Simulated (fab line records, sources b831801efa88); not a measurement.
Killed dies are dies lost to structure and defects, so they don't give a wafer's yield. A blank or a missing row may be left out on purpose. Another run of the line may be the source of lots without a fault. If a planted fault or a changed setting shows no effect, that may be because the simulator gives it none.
fab line records || flow gf180mcu
record {"lots": 5, "wafers": 15, "last-day": 34}
route steps=602 shown HV_LDD@224
lots that met no fault: taken from a fault-free run of the same line
start-h: hours from the record's opening day to when the first of the lot's shown wafers began || wait-h: hours from the lot's prior step to this one || " as in the row above || L1.1+2: a row that stands for several wafers || - either no value or no given start || * or withheld: withheld || < > ~ a bound
route shown NAME@n: a module of which the file shows steps, and the number in the route of the first || usual: average and standard deviation across the fault-free wafers || same: alike in all rows || chamber/n: place in a boat || sites: per-site readings || _std_site: their standard deviation || _edge_site: inner sites' mean taken away from outer sites' mean || radius-mm: how far each site lies from the wafer's centre || mask NAME#n: copy n || behind: the tool/chamber that last shaped the wafer || hold: the reason the lot was held/the length of the hold in hours/how it ended || device: which transistor (n, p or np) failed to switch || end of line: the same wafers' tests at the end of the route || a step without rows: its recipe alone || killed: dies that structure and defects cost at the first sort, which is not the same as the wafer's yield || map: a wafer's dies, x killed, . not, _ none there
set.NAME: the setting that was run; set.NAME@STEP: the one run at that earlier step || model.NAME: the simulator's own value behind a step, which no gauge read
lots at selected steps of the route; one table per step, one row per wafer
services: when a tool's chamber went out of use (start-h, in hours from the record's first day, below 0 if earlier), for how many hours, and the reason
## steps
# step GF_HV_LDD_IMPLANT_48
# recipe {"species": "B", "energy-kev": 25, "dose-cm2": 3e+13, "tilt-deg": 7}
{"lot.wafer": "L074.1+3+5", "tool": "implanter-03", "chamber": 0, "start-h": 271.10, "wait-h": 0.0}
{"lot.wafer": "L087.1+5+6", "tool": "implanter-01", "chamber": 0, "start-h": 389.53, "wait-h": 0.0}
{"lot.wafer": "L086.3+5+6", "tool": "implanter-01", "chamber": 0, "start-h": 391.65, "wait-h": 0.1}
{"lot.wafer": "L090.1+3+4", "tool": "implanter-04", "chamber": 0, "start-h": 413.98, "wait-h": 0.0}
{"lot.wafer": "L097.1+2+4", "tool": "implanter-01", "chamber": 0, "start-h": 461.28, "wait-h": 0.0}
# step GF_HV_LDD_STRIP_49
# recipe {"chemistry": "O2/N2", "power-w": 1400, "pressure-mtorr": 1500, "platen-temp-c": 250, "o2-flow-sccm": 3000, "n2-flow-sccm": 300, "overash-fraction": 0.5}
# usual {"drypump-motor-current-A": "5.44/0.26", "heater-power-w": "310/31", "oes-product-au": "0.717/0.0045", "strip-time-to-endpoint-s": "12.62/0.031"}
{"lot.wafer": "L074.1", "tool": "plasma-asher-01", "chamber": 1, "start-h": 271.25, "wait-h": 0.1, "drypump-motor-current-A": 5.26, "heater-power-w": 326, "oes-product-au": 0.709, "rf-hours-counter-h": 66, "strip-time-to-endpoint-s": 12.64}
{"lot.wafer": "L074.3", "tool": "plasma-asher-01", "chamber": 1, "start-h": 271.25, "wait-h": 0.1, "drypump-motor-current-A": 5.27, "heater-power-w": 313, "oes-product-au": 0.721, "rf-hours-counter-h": "-", "strip-time-to-endpoint-s": 12.62}
{"lot.wafer": "L074.5", "tool": "plasma-asher-01", "chamber": 1, "start-h": 271.25, "wait-h": 0.1, "drypump-motor-current-A": 5.26, "heater-power-w": 319, "oes-product-au": 0.716, "rf-hours-counter-h": "-", "strip-time-to-endpoint-s": 12.67}
{"lot.wafer": "L087.1", "tool": "plasma-asher-04", "chamber": 1, "start-h": 389.68, "wait-h": 0.1, "drypump-motor-current-A": 5.78, "heater-power-w": 270, "oes-product-au": 0.717, "rf-hours-counter-h": 69, "strip-time-to-endpoint-s": 12.61}
{"lot.wafer": "L087.5", "tool": "plasma-asher-04", "chamber": 0, "start-h": 389.68, "wait-h": 0.1, "drypump-motor-current-A": 5.31, "heater-power-w": 319, "oes-product-au": 0.727, "rf-hours-counter-h": "-", "strip-time-to-endpoint-s": 12.59}
{"lot.wafer": "L087.6", "tool": "plasma-asher-04", "chamber": 1, "start-h": 389.68, "wait-h": 0.1, "drypump-motor-current-A": 5.82, "heater-power-w": 278, "oes-product-au": 0.712, "rf-hours-counter-h": "-", "strip-time-to-endpoint-s": 12.64}
{"lot.wafer": "L086.3", "tool": "plasma-asher-03", "chamber": 1, "start-h": 391.78, "wait-h": 0.1, "drypump-motor-current-A": 5.54, "heater-power-w": 361, "oes-product-au": 0.719, "rf-hours-counter-h": "-", "strip-time-to-endpoint-s": 12.56}
{"lot.wafer": "L086.5", "tool": "plasma-asher-03", "chamber": 0, "start-h": 391.78, "wait-h": 0.1, "drypump-motor-current-A": 5.02, "heater-power-w": 312, "oes-product-au": 0.724, "rf-hours-counter-h": "-", "strip-time-to-endpoint-s": 12.57}
{"lot.wafer": "L086.6", "tool": "plasma-asher-03", "chamber": 1, "start-h": 391.78, "wait-h": 0.1, "drypump-motor-current-A": 5.54, "heater-power-w": 367, "oes-product-au": 0.714, "rf-hours-counter-h": "-", "strip-time-to-endpoint-s": 12.62}
{"lot.wafer": "L090.1", "tool": "plasma-asher-03", "chamber": 0, "start-h": 414.13, "wait-h": 0.1, "drypump-motor-current-A": 5.02, "heater-power-w": 319, "oes-product-au": 0.713, "rf-hours-counter-h": 62, "strip-time-to-endpoint-s": 12.60}
{"lot.wafer": "L090.3", "tool": "plasma-asher-03", "chamber": 0, "start-h": 414.13, "wait-h": 0.1, "drypump-motor-current-A": 5.03, "heater-power-w": 316, "oes-product-au": 0.711, "rf-hours-counter-h": "-", "strip-time-to-endpoint-s": 12.61}
{"lot.wafer": "L090.4", "tool": "plasma-asher-03", "chamber": 1, "start-h": 414.13, "wait-h": 0.1, "drypump-motor-current-A": 5.58, "heater-power-w": 358, "oes-product-au": 0.715, "rf-hours-counter-h": "-", "strip-time-to-endpoint-s": 12.63}
{"lot.wafer": "L097.1", "tool": "plasma-asher-04", "chamber": 1, "start-h": 461.43, "wait-h": 0.1, "drypump-motor-current-A": 5.76, "heater-power-w": 261, "oes-product-au": 0.720, "rf-hours-counter-h": 3, "strip-time-to-endpoint-s": 12.67}
{"lot.wafer": "L097.2", "tool": "plasma-asher-04", "chamber": 0, "start-h": 461.43, "wait-h": 0.1, "drypump-motor-current-A": 5.33, "heater-power-w": 313, "oes-product-au": 0.710, "rf-hours-counter-h": 3, "strip-time-to-endpoint-s": 12.69}
{"lot.wafer": "L097.4", "tool": "plasma-asher-04", "chamber": 1, "start-h": 461.43, "wait-h": 0.1, "drypump-motor-current-A": 5.79, "heater-power-w": 269, "oes-product-au": 0.717, "rf-hours-counter-h": "-", "strip-time-to-endpoint-s": 12.65}
# step GF_HV_LDD_TW_MEAS_50
# usual {"HV_LDD_4_TW": "569/3.9"}
{"lot.wafer": "L074.1", "tool": "film-metro-04", "chamber": "-", "start-h": 271.35, "wait-h": 0.1, "HV_LDD_4_TW": 578}
{"lot.wafer": "L074.3", "tool": "film-metro-04", "chamber": "-", "start-h": 271.35, "wait-h": 0.1, "HV_LDD_4_TW": 575}
{"lot.wafer": "L074.5", "tool": "film-metro-04", "chamber": "-", "start-h": 271.35, "wait-h": 0.1, "HV_LDD_4_TW": 574}
{"lot.wafer": "L087.1", "tool": "film-metro-02", "chamber": "-", "start-h": 389.78, "wait-h": 0.1, "HV_LDD_4_TW": 565}
{"lot.wafer": "L087.5", "tool": "film-metro-02", "chamber": "-", "start-h": 389.78, "wait-h": 0.1, "HV_LDD_4_TW": 567}
{"lot.wafer": "L087.6", "tool": "film-metro-02", "chamber": "-", "start-h": 389.78, "wait-h": 0.1, "HV_LDD_4_TW": 569}
{"lot.wafer": "L086.3", "tool": "film-metro-04", "chamber": "-", "start-h": 391.87, "wait-h": 0.1, "HV_LDD_4_TW": 570}
{"lot.wafer": "L086.5", "tool": "film-metro-04", "chamber": "-", "start-h": 391.87, "wait-h": 0.1, "HV_LDD_4_TW": 573}
{"lot.wafer": "L086.6", "tool": "film-metro-04", "chamber": "-", "start-h": 391.87, "wait-h": 0.1, "HV_LDD_4_TW": 569}
{"lot.wafer": "L090.1", "tool": "film-metro-04", "chamber": "-", "start-h": 414.23, "wait-h": 0.1, "HV_LDD_4_TW": 572}
{"lot.wafer": "L090.3", "tool": "film-metro-04", "chamber": "-", "start-h": 414.23, "wait-h": 0.1, "HV_LDD_4_TW": 575}
{"lot.wafer": "L090.4", "tool": "film-metro-04", "chamber": "-", "start-h": 414.23, "wait-h": 0.1, "HV_LDD_4_TW": 574}
{"lot.wafer": "L097.1", "tool": "film-metro-03", "chamber": "-", "start-h": 461.53, "wait-h": 0.1, "HV_LDD_4_TW": 564}
{"lot.wafer": "L097.2", "tool": "film-metro-03", "chamber": "-", "start-h": 461.53, "wait-h": 0.1, "HV_LDD_4_TW": 562}
{"lot.wafer": "L097.4", "tool": "film-metro-03", "chamber": "-", "start-h": 461.53, "wait-h": 0.1, "HV_LDD_4_TW": 563}
# step GF_HV_LDD_CLEAN_51
# recipe {"chemistry": "SC1/SC2", "mix": "1:4:20", "temp-c": 70, "time-s": 150, "dry": "n2-spin"}
# usual {"temp-c": "70.00/0.12"}
{"lot.wafer": "L074.1", "tool": "wet-bench-01", "chamber": 3, "start-h": 271.41, "wait-h": 0.1, "temp-c": 70.05}
{"lot.wafer": "L074.3", "tool": "wet-bench-01", "chamber": 3, "start-h": 271.41, "wait-h": 0.1, "temp-c": 70.16}
{"lot.wafer": "L074.5", "tool": "wet-bench-01", "chamber": 3, "start-h": 271.41, "wait-h": 0.1, "temp-c": 70.13}
{"lot.wafer": "L087.1", "tool": "wet-bench-01", "chamber": 2, "start-h": 389.84, "wait-h": 0.1, "temp-c": 69.97}
{"lot.wafer": "L087.5", "tool": "wet-bench-01", "chamber": 2, "start-h": 389.84, "wait-h": 0.1, "temp-c": 70.05}
{"lot.wafer": "L087.6", "tool": "wet-bench-01", "chamber": 2, "start-h": 389.84, "wait-h": 0.1, "temp-c": 70.18}
{"lot.wafer": "L086.3", "tool": "wet-bench-01", "chamber": 1, "start-h": 391.91, "wait-h": 0.0, "temp-c": 70.30}
{"lot.wafer": "L086.5", "tool": "wet-bench-01", "chamber": 1, "start-h": 391.91, "wait-h": 0.0, "temp-c": 70.24}
{"lot.wafer": "L086.6", "tool": "wet-bench-01", "chamber": 1, "start-h": 391.91, "wait-h": 0.0, "temp-c": 70.19}
{"lot.wafer": "L090.1", "tool": "wet-bench-03", "chamber": 3, "start-h": 414.29, "wait-h": 0.1, "temp-c": 69.91}
{"lot.wafer": "L090.3", "tool": "wet-bench-03", "chamber": 3, "start-h": 414.29, "wait-h": 0.1, "temp-c": 69.97}
{"lot.wafer": "L090.4", "tool": "wet-bench-03", "chamber": 3, "start-h": 414.29, "wait-h": 0.1, "temp-c": 70.01}
{"lot.wafer": "L097.1", "tool": "wet-bench-01", "chamber": 2, "start-h": 461.59, "wait-h": 0.1, "temp-c": 69.78}
{"lot.wafer": "L097.2", "tool": "wet-bench-01", "chamber": 2, "start-h": 461.59, "wait-h": 0.1, "temp-c": 69.90}
{"lot.wafer": "L097.4", "tool": "wet-bench-01", "chamber": 2, "start-h": 461.59, "wait-h": 0.1, "temp-c": 69.93}
# step GF_HV_LDD_RTA_52
# recipe {"temp-c": 1000, "time-s": 10, "ambient": "N2"}
# usual {"lamp-power-pct": "32.9/1.9", "wafer_temp_C_max": "1003.0/0.71"}
{"lot.wafer": "L074.1", "tool": "rtp-anneal-01", "chamber": 0, "start-h": 271.46, "wait-h": 0.0, "lamp-power-pct": 34.7, "wafer_temp_C_max": 1004.2}
{"lot.wafer": "L074.3", "tool": "rtp-anneal-01", "chamber": 0, "start-h": 271.46, "wait-h": 0.0, "lamp-power-pct": 34.7, "wafer_temp_C_max": 1004.1}
{"lot.wafer": "L074.5", "tool": "rtp-anneal-01", "chamber": 0, "start-h": 271.46, "wait-h": 0.0, "lamp-power-pct": 34.7, "wafer_temp_C_max": 1003.8}
{"lot.wafer": "L087.1", "tool": "rtp-anneal-01", "chamber": 0, "start-h": 389.90, "wait-h": 0.0, "lamp-power-pct": 34.7, "wafer_temp_C_max": 1004.2}
{"lot.wafer": "L087.5", "tool": "rtp-anneal-01", "chamber": 0, "start-h": 389.90, "wait-h": 0.0, "lamp-power-pct": 34.8, "wafer_temp_C_max": 1002.5}
{"lot.wafer": "L087.6", "tool": "rtp-anneal-01", "chamber": 0, "start-h": 389.90, "wait-h": 0.0, "lamp-power-pct": 34.7, "wafer_temp_C_max": 1003.9}
{"lot.wafer": "L086.3", "tool": "rtp-anneal-02", "chamber": 0, "start-h": 391.99, "wait-h": 0.0, "lamp-power-pct": 30.9, "wafer_temp_C_max": 1002.6}
{"lot.wafer": "L086.5", "tool": "rtp-anneal-02", "chamber": 0, "start-h": 391.99, "wait-h": 0.0, "lamp-power-pct": 30.9, "wafer_temp_C_max": 1003.4}
{"lot.wafer": "L086.6", "tool": "rtp-anneal-02", "chamber": 0, "start-h": 391.99, "wait-h": 0.0, "lamp-power-pct": 30.9, "wafer_temp_C_max": 1002.0}
{"lot.wafer": "L090.1", "tool": "rtp-anneal-02", "chamber": 0, "start-h": 414.34, "wait-h": 0.0, "lamp-power-pct": 30.9, "wafer_temp_C_max": 1003.6}
{"lot.wafer": "L090.3", "tool": "rtp-anneal-02", "chamber": 0, "start-h": 414.34, "wait-h": 0.0, "lamp-power-pct": 30.9, "wafer_temp_C_max": 1003.3}
{"lot.wafer": "L090.4", "tool": "rtp-anneal-02", "chamber": 0, "start-h": 414.34, "wait-h": 0.0, "lamp-power-pct": 30.9, "wafer_temp_C_max": 1002.8}
{"lot.wafer": "L097.1", "tool": "rtp-anneal-01", "chamber": 0, "start-h": 461.64, "wait-h": 0.0, "lamp-power-pct": 34.7, "wafer_temp_C_max": 1003.5}
{"lot.wafer": "L097.2", "tool": "rtp-anneal-01", "chamber": 0, "start-h": 461.64, "wait-h": 0.0, "lamp-power-pct": 34.6, "wafer_temp_C_max": 1003.0}
{"lot.wafer": "L097.4", "tool": "rtp-anneal-01", "chamber": 0, "start-h": 461.64, "wait-h": 0.0, "lamp-power-pct": 34.7, "wafer_temp_C_max": 1003.4}
# step GF_HV_LDD_RS_MEAS_53
# recipe {"thk-meas-gauge": "four-point-probe"}
# usual {"HV_LDD_RS": "418.4/1.1"}
{"lot.wafer": "L074.1", "tool": "film-metro-04", "chamber": "-", "start-h": 271.53, "wait-h": 0.1, "HV_LDD_RS[ohm/sq]": 418.0}
{"lot.wafer": "L074.3", "tool": "film-metro-04", "chamber": "-", "start-h": 271.53, "wait-h": 0.1, "HV_LDD_RS[ohm/sq]": 418.0}
{"lot.wafer": "L074.5", "tool": "film-metro-04", "chamber": "-", "start-h": 271.53, "wait-h": 0.1, "HV_LDD_RS[ohm/sq]": 418.2}
{"lot.wafer": "L087.1", "tool": "film-metro-02", "chamber": "-", "start-h": 389.97, "wait-h": 0.1, "HV_LDD_RS[ohm/sq]": 420.0}
{"lot.wafer": "L087.5", "tool": "film-metro-02", "chamber": "-", "start-h": 389.97, "wait-h": 0.1, "HV_LDD_RS[ohm/sq]": 422.0}
{"lot.wafer": "L087.6", "tool": "film-metro-02", "chamber": "-", "start-h": 389.97, "wait-h": 0.1, "HV_LDD_RS[ohm/sq]": 420.1}
{"lot.wafer": "L086.3", "tool": "film-metro-04", "chamber": "-", "start-h": 392.07, "wait-h": 0.1, "HV_LDD_RS[ohm/sq]": 419.0}
{"lot.wafer": "L086.5", "tool": "film-metro-04", "chamber": "-", "start-h": 392.07, "wait-h": 0.1, "HV_LDD_RS[ohm/sq]": 418.2}
{"lot.wafer": "L086.6", "tool": "film-metro-04", "chamber": "-", "start-h": 392.07, "wait-h": 0.1, "HV_LDD_RS[ohm/sq]": 417.9}
{"lot.wafer": "L090.1", "tool": "film-metro-04", "chamber": "-", "start-h": 414.41, "wait-h": 0.1, "HV_LDD_RS[ohm/sq]": 417.1}
{"lot.wafer": "L090.3", "tool": "film-metro-04", "chamber": "-", "start-h": 414.41, "wait-h": 0.1, "HV_LDD_RS[ohm/sq]": 418.5}
{"lot.wafer": "L090.4", "tool": "film-metro-04", "chamber": "-", "start-h": 414.41, "wait-h": 0.1, "HV_LDD_RS[ohm/sq]": 418.2}
{"lot.wafer": "L097.1", "tool": "film-metro-04", "chamber": "-", "start-h": 461.71, "wait-h": 0.1, "HV_LDD_RS[ohm/sq]": 419.0}
{"lot.wafer": "L097.2", "tool": "film-metro-04", "chamber": "-", "start-h": 461.71, "wait-h": 0.1, "HV_LDD_RS[ohm/sq]": 419.3}
{"lot.wafer": "L097.4", "tool": "film-metro-04", "chamber": "-", "start-h": 461.71, "wait-h": 0.1, "HV_LDD_RS[ohm/sq]": 420.1}
# step GF_HV_LDD_CVD_54
# recipe {"material": "SiO2", "target-thk-nm": 10, "precursor": "TEOS", "temp-c": 680, "time-s": 75, "pressure-mtorr": 400}
# usual {"spike-tc-centre-C": "680.1/1.1"}
{"lot.wafer": "L074.1", "tool": "lpcvd-01", "chamber": 0, "start-h": 271.65, "wait-h": 0.1, "spike-tc-centre-C": 681.1}
{"lot.wafer": "L074.3", "tool": "lpcvd-01", "chamber": 0, "start-h": 271.65, "wait-h": 0.1, "spike-tc-centre-C": 681.6}
{"lot.wafer": "L074.5", "tool": "lpcvd-01", "chamber": 0, "start-h": 271.65, "wait-h": 0.1, "spike-tc-centre-C": 679.5}
{"lot.wafer": "L087.1", "tool": "lpcvd-02", "chamber": 0, "start-h": 390.09, "wait-h": 0.1, "spike-tc-centre-C": 680.1}
{"lot.wafer": "L087.5", "tool": "lpcvd-02", "chamber": 0, "start-h": 390.09, "wait-h": 0.1, "spike-tc-centre-C": 680.5}
{"lot.wafer": "L087.6", "tool": "lpcvd-02", "chamber": 0, "start-h": 390.09, "wait-h": 0.1, "spike-tc-centre-C": 678.8}
{"lot.wafer": "L086.3", "tool": "lpcvd-02", "chamber": 0, "start-h": 392.59, "wait-h": 0.5, "spike-tc-centre-C": 679.0}
{"lot.wafer": "L086.5", "tool": "lpcvd-02", "chamber": 0, "start-h": 392.59, "wait-h": 0.5, "spike-tc-centre-C": 680.2}
{"lot.wafer": "L086.6", "tool": "lpcvd-02", "chamber": 0, "start-h": 392.59, "wait-h": 0.5, "spike-tc-centre-C": 679.2}
{"lot.wafer": "L090.1", "tool": "lpcvd-01", "chamber": 1, "start-h": 414.53, "wait-h": 0.1, "spike-tc-centre-C": 679.1}
{"lot.wafer": "L090.3", "tool": "lpcvd-01", "chamber": 1, "start-h": 414.53, "wait-h": 0.1, "spike-tc-centre-C": 679.2}
{"lot.wafer": "L090.4", "tool": "lpcvd-01", "chamber": 1, "start-h": 414.53, "wait-h": 0.1, "spike-tc-centre-C": 679.2}
{"lot.wafer": "L097.1", "tool": "lpcvd-02", "chamber": 0, "start-h": 461.83, "wait-h": 0.1, "spike-tc-centre-C": 678.8}
{"lot.wafer": "L097.2", "tool": "lpcvd-02", "chamber": 0, "start-h": 461.83, "wait-h": 0.1, "spike-tc-centre-C": 679.3}
{"lot.wafer": "L097.4", "tool": "lpcvd-02", "chamber": 0, "start-h": 461.83, "wait-h": 0.1, "spike-tc-centre-C": 679.6}
# step GF_HV_LDD_THK_MEAS_55
# recipe {"reads": "SiO2_of_HV_LDD_CVD_54"}
# usual {"HV_LDD_CVD_54_THK": "9.93/0.14"}
{"lot.wafer": "L074.1", "tool": "film-metro-02", "chamber": "-", "start-h": 272.67, "wait-h": 0.0, "HV_LDD_CVD_54_THK[nm]": 9.92}
{"lot.wafer": "L074.3", "tool": "film-metro-02", "chamber": "-", "start-h": 272.67, "wait-h": 0.0, "HV_LDD_CVD_54_THK[nm]": 9.92}
{"lot.wafer": "L074.5", "tool": "film-metro-02", "chamber": "-", "start-h": 272.67, "wait-h": 0.0, "HV_LDD_CVD_54_THK[nm]": 10.08}
{"lot.wafer": "L087.1", "tool": "film-metro-02", "chamber": "-", "start-h": 391.11, "wait-h": 0.0, "HV_LDD_CVD_54_THK[nm]": 10.07}
{"lot.wafer": "L087.5", "tool": "film-metro-02", "chamber": "-", "start-h": 391.11, "wait-h": 0.0, "HV_LDD_CVD_54_THK[nm]": 10.08}
{"lot.wafer": "L087.6", "tool": "film-metro-02", "chamber": "-", "start-h": 391.11, "wait-h": 0.0, "HV_LDD_CVD_54_THK[nm]": 10.03}
{"lot.wafer": "L086.3", "tool": "film-metro-04", "chamber": "-", "start-h": 393.64, "wait-h": 0.0, "HV_LDD_CVD_54_THK[nm]": 9.73}
{"lot.wafer": "L086.5", "tool": "film-metro-04", "chamber": "-", "start-h": 393.64, "wait-h": 0.0, "HV_LDD_CVD_54_THK[nm]": 10.04}
{"lot.wafer": "L086.6", "tool": "film-metro-04", "chamber": "-", "start-h": 393.64, "wait-h": 0.0, "HV_LDD_CVD_54_THK[nm]": 9.88}
{"lot.wafer": "L090.1", "tool": "film-metro-04", "chamber": "-", "start-h": 415.55, "wait-h": 0.0, "HV_LDD_CVD_54_THK[nm]": 9.87}
{"lot.wafer": "L090.3", "tool": "film-metro-04", "chamber": "-", "start-h": 415.55, "wait-h": 0.0, "HV_LDD_CVD_54_THK[nm]": 9.81}
{"lot.wafer": "L090.4", "tool": "film-metro-04", "chamber": "-", "start-h": 415.55, "wait-h": 0.0, "HV_LDD_CVD_54_THK[nm]": 9.85}
{"lot.wafer": "L097.1", "tool": "film-metro-02", "chamber": "-", "start-h": 462.85, "wait-h": 0.0, "HV_LDD_CVD_54_THK[nm]": 10.05}
{"lot.wafer": "L097.2", "tool": "film-metro-02", "chamber": "-", "start-h": 462.85, "wait-h": 0.0, "HV_LDD_CVD_54_THK[nm]": 10.01}
{"lot.wafer": "L097.4", "tool": "film-metro-02", "chamber": "-", "start-h": 462.85, "wait-h": 0.0, "HV_LDD_CVD_54_THK[nm]": 9.97}
## services
{"tool": "plasma-asher-01", "chamber": "-", "start-h": 247.67, "hours": 2.8, "kind": "pm"}
{"tool": "implanter-01", "chamber": "-", "start-h": 250.17, "hours": 1.7, "kind": "repair"}
{"tool": "plasma-asher-04", "chamber": "-", "start-h": 257.81, "hours": 2.4, "kind": "repair"}
{"tool": "plasma-asher-04", "chamber": "-", "start-h": 261.69, "hours": 0.4, "kind": "repair"}
{"tool": "rtp-anneal-02", "chamber": "-", "start-h": 270.11, "hours": 68.1, "kind": "pm"}
{"tool": "plasma-asher-04", "chamber": "-", "start-h": 280.03, "hours": 3.1, "kind": "repair"}
{"tool": "implanter-03", "chamber": "-", "start-h": 295.68, "hours": 2.8, "kind": "repair"}
{"tool": "implanter-01", "chamber": "-", "start-h": 332.15, "hours": 9.0, "kind": "repair"}
{"tool": "lpcvd-01", "chamber": "-", "start-h": 336.36, "hours": 0.6, "kind": "repair"}
{"tool": "implanter-04", "chamber": "-", "start-h": 340.71, "hours": 5.4, "kind": "repair"}
{"tool": "implanter-03", "chamber": "-", "start-h": 347.50, "hours": 5.3, "kind": "pm"}
{"tool": "implanter-04", "chamber": "-", "start-h": 356.37, "hours": 3.9, "kind": "repair"}
{"tool": "implanter-04", "chamber": "-", "start-h": 371.63, "hours": 2.6, "kind": "repair"}
{"tool": "implanter-03", "chamber": "-", "start-h": 374.93, "hours": 17.4, "kind": "pm"}
{"tool": "implanter-04", "chamber": "-", "start-h": 395.10, "hours": 4.0, "kind": "repair"}
{"tool": "lpcvd-02", "chamber": "-", "start-h": 410.67, "hours": 1.1, "kind": "repair"}
{"tool": "plasma-asher-01", "chamber": "-", "start-h": 413.60, "hours": 2.9, "kind": "repair"}
{"tool": "plasma-asher-04", "chamber": "-", "start-h": 421.25, "hours": 9.0, "kind": "pm"}
{"tool": "plasma-asher-04", "chamber": 0, "start-h": 421.25, "hours": 9.0, "kind": "vent-cycle"}
{"tool": "plasma-asher-04", "chamber": 1, "start-h": 421.25, "hours": 9.0, "kind": "vent-cycle"}
{"tool": "implanter-03", "chamber": "-", "start-h": 425.70, "hours": 2.2, "kind": "pm"}
{"tool": "implanter-01", "chamber": "-", "start-h": 450.12, "hours": 0.6, "kind": "repair"}
{"tool": "implanter-01", "chamber": "-", "start-h": 457.38, "hours": 2.3, "kind": "repair"}
{"tool": "implanter-03", "chamber": "-", "start-h": 458.98, "hours": 3.8, "kind": "repair"}
## key
fault none
